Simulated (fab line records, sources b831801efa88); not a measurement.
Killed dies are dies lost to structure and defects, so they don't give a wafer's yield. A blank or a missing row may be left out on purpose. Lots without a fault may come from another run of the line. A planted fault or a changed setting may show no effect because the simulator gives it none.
Which tool did it? | flow sfq_line | 6 lots, 18 wafers sampled, at 2 steps of a route of 325

WHAT THE GAUGES READ, wafer by wafer
SFQ_L0_RS_MEAS_901: measures by four-point-probe.
lot  | measured    | on            | L0_MONX_KI_RS (ohm/sq)
L746 | day 1 22:34 | film_metro-03 | 43.7 43.7 43.5
L748 | day 2 08:34 | film_metro-02 | 43.7 43.9 44.4
L751 | day 2 23:34 | film_metro-02 | 43.2 43.5 43.5
L754 | day 3 14:34 | film_metro-01 | 43.3 43.5 42.8
L760 | day 4 20:35 | film_metro-01 | 43.0 42.8 43.0
L766 | day 6 02:34 | film_metro-01 | 43.5 44.2 43.5

WHICH TOOL RAN EACH LOT (tool, then ch and the chambers of the sampled wafers, then the start)
lot  | SFQ_TRILAYER_L0_DEP_SPUTTER_003
L746 | pvd_sputter-05, day 1 22:29
L748 | pvd_sputter-04, day 2 08:29
L751 | pvd_sputter-05, day 2 23:29
L754 | pvd_sputter-06, day 3 14:29
L760 | pvd_sputter-04, day 4 20:29
L766 | pvd_sputter-06, day 6 02:29
- SFQ_TRILAYER_L0_DEP_SPUTTER_003: material MoNx KI, target thk 40 nm, time 100 s.

THE ANSWER, worked out from the rows above alone
Rule: what is usual is taken from the lots themselves. Put in order of their means at a reading, lots are off if they are a third of the lots or fewer, leave a main group of 4 or more, and stand apart from it by a gap of 3 or more times the standard deviation of the main group's means; of several such gaps the widest counts. A main group whose means are all the same, to the digits that the tables above print for the reading, isn't used. A lot without any number at a reading at which 4 lots or more have one is off too. The other lots that the step has rows for count as sound.
No lot is off at any reading shown: from this, nothing can be told.

WHAT THE SIMULATOR HAD PUT IN
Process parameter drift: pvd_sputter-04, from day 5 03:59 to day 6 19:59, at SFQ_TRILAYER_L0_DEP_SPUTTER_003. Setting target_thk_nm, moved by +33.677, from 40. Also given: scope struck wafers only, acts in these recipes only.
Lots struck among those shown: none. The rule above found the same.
